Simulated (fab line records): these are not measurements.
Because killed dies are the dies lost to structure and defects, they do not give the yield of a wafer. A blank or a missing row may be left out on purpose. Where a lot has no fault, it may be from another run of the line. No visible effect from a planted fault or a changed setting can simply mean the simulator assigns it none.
Which of the tools did it?	flow sky130	12 lots, 36 wafers sampled, at 5 steps of a route of 708

== WHAT THE GAUGES SHOWED, per wafer ==
SKY_LDD_LDN_OVL_MEAS_07.
lot	measured	on	LDD_LDN_OVL (nm)
L698	day 23 03:35	overlay-02	-2.1 0.1 0.8
L697	day 23 03:54	overlay-02	-0.3 0.3 -0.8
L701	day 24 16:37	overlay-02	1.2 0.9 -0.1
L704	day 25 06:16	overlay-01	-1.7 -1.0 0.3
L702	day 25 07:04	overlay-02	-0.8 1.1 0.1
L705	day 25 19:58	overlay-01	2.9 1.6 0.8
L707	day 26 11:14	overlay-01	-3.1 -0.6 -1.2
L712	day 28 00:59	overlay-02	1.4 -0.9 0.4
L715	day 29 05:49	overlay-01	-1.3 -1.4 -0.4
L714	day 29 07:40	overlay-01	-1.8 -1.3 -3.1
L718	day 30 07:49	overlay-01	-1.5 -1.8 -2.0
L720	day 30 12:56	overlay-01	-0.9 -0.9 -2.0

SKY_POLY_CUT_OVL_MEAS_09.
lot	measured	on	POLY_CUT_OVL (nm)
L698	day 24 12:32	overlay-02	-4 -3 -4
L697	day 24 12:13	overlay-01	-1 3 6
L701	day 26 01:50	overlay-02	7 4 -4
L704	day 26 15:59	overlay-02	-2 2 -1
L702	day 26 15:53	overlay-01	0 -7 3
L705	day 27 02:47	overlay-02	-1 2 2
L707	day 27 19:12	overlay-02	-2 7 -1
L712	day 29 09:35	overlay-01	0 -8 -12
L715	day 30 13:08	overlay-02	-2 3 -3
L714	day 30 14:05	overlay-01	-2 -4 -4
L718	day 31 13:35	overlay-02	-2 -4 -10
L720	day 31 19:18	overlay-01	-3 -3 -2

SKY_SD_P_CD_MEAS_07 targets a cd of 380 nm.
lot	measured	on	cd nm (nm)
L698	day 25 18:05	cd sem-01	382.6 383.4 382.6
L697	day 25 17:49	cd sem-02	383.0 383.4 383.3
L701	day 27 06:38	cd sem-02	380.9 381.6 382.5
L704	day 27 20:46	cd sem-02	379.5 382.0 381.6
L702	day 27 20:38	cd sem-01	378.6 380.9 378.5
L705	day 28 07:07	cd sem-02	302.9 303.5 303.3
L707	day 28 23:43	cd sem-02	379.5 380.7 380.9
L712	day 30 13:08	cd sem-02	382.1 378.0 379.7
L715	day 31 16:25	cd sem-01	379.9 377.6 378.1
L714	day 31 17:23	cd sem-02	373.7 376.6 378.2
L718	day 32 16:44	cd sem-02	378.2 379.3 376.9
L720	day 32 22:11	cd sem-01	380.4 378.9 380.4

== TOOL THAT RAN EACH LOT (tool first, then ch and the chambers of the sampled wafers, then the start) ==
lot	SKY_LDD_HVN_STRIP_09	SKY_SD_P_EXPOSE_04
L698	plasma asher-04 ch 1, day 20 14:28	iline stepper-01 ch 0, day 25 03:54
L697	plasma asher-01 ch 0,1, day 20 15:16	iline stepper-02 ch 0, day 25 02:59
L701	plasma asher-04 ch 0,1, day 22 04:49	iline stepper-01 ch 0, day 26 16:47
L704	plasma asher-02 ch 0,1, day 22 18:28	iline stepper-02 ch 0, day 27 05:54
L702	plasma asher-01 ch 0,1, day 22 19:22	iline stepper-01 ch 0, day 27 05:40
L705	plasma asher-02 ch 0,1, day 23 09:28	iline stepper-01 ch 0, day 27 17:28
L707	plasma asher-02 ch 0,1, day 24 00:10	iline stepper-01 ch 0, day 28 09:11
L712	plasma asher-02 ch 0,1, day 25 15:49	iline stepper-02 ch 0, day 29 22:59
L715	plasma asher-01 ch 0,1, day 26 19:58	iline stepper-02 ch 0, day 31 02:49
L714	plasma asher-04 ch 0,1, day 26 21:58	iline stepper-01 ch 0, day 31 03:31
L718	plasma asher-04 ch 0,1, day 27 23:10	iline stepper-02 ch 0, day 32 03:29
L720	plasma asher-04 ch 0,1, day 28 05:01	iline stepper-02 ch 0, day 32 08:39
- SKY_LDD_HVN_STRIP_09: strips in O2/N2.
- SKY_SD_P_EXPOSE_04: exposes mask PSDM, target cd 380 nm.

== AS READ BY THE TOOLS THEMSELVES (means over the sampled wafers that have a number; for cases with no such wafer, the mark the record gives instead) ==
SKY_LDD_HVN_STRIP_09.
lot	tool	drypump motor current A (A)	oes product au (a.u.)	strip time to endpoint s (s)
L698	plasma asher-04	5.8	0.406	4.152
L697	plasma asher-01	4.9	0.405	4.131
L701	plasma asher-04	6.1	0.405	4.117
L704	plasma asher-02	5.4	0.417	4.152
L702	plasma asher-01	5.1	0.409	4.126
L705	plasma asher-02	5.4	0.406	4.153
L707	plasma asher-02	5.3	0.413	4.133
L712	plasma asher-02	5.4	0.407	4.160
L715	plasma asher-01	5.0	0.409	4.128
L714	plasma asher-04	6.4	0.404	4.115
L718	plasma asher-04	6.1	0.407	4.132
L720	plasma asher-04	6.1	0.408	4.140

SKY_SD_P_EXPOSE_04.
lot	tool	exposure dose mJ cm2
L698	iline stepper-01	137.88
L697	iline stepper-02	137.91
L701	iline stepper-01	137.90
L704	iline stepper-02	137.99
L702	iline stepper-01	137.77
L705	iline stepper-01	137.87
L707	iline stepper-01	137.96
L712	iline stepper-02	137.69
L715	iline stepper-02	137.89
L714	iline stepper-01	138.00
L718	iline stepper-02	137.93
L720	iline stepper-02	137.82

== THE ANSWER, worked out from the rows above alone ==
Rule: what is usual is taken from the lots themselves. The widest of any qualifying gaps counts: lots, ordered by their means at a reading, are off when they make up no more than a third of the lots, leave a main group of 4 or more, and stand apart from it by 3 or more times the standard deviation of that group's means. If all means in a main group match to the digits the tables above print for the reading, that group is not used. A lot without any number at a reading at which 4 lots or more have one is off too. All remaining lots with rows at the step are treated as sound. First the gauges in route order, then the tools' own readings, where a lot's mean is used as printed above. At the first step where some lot is off, the reading lying furthest off is the one used; lots without a number count as furthest.
Off: L705 (SKY_SD_P_CD_MEAS_07, cd nm). For the main group the mean is 380.1 nm and the standard deviation 2.
A tool fits if, at a process step before that reading, it ran every lot that is off, and no sound lot after the first of them. The gauges at SKY_SD_P_CD_MEAS_07 are tried like those tools. No candidate that was tried fits.

== WHAT THE SIMULATOR HAD PUT IN ==
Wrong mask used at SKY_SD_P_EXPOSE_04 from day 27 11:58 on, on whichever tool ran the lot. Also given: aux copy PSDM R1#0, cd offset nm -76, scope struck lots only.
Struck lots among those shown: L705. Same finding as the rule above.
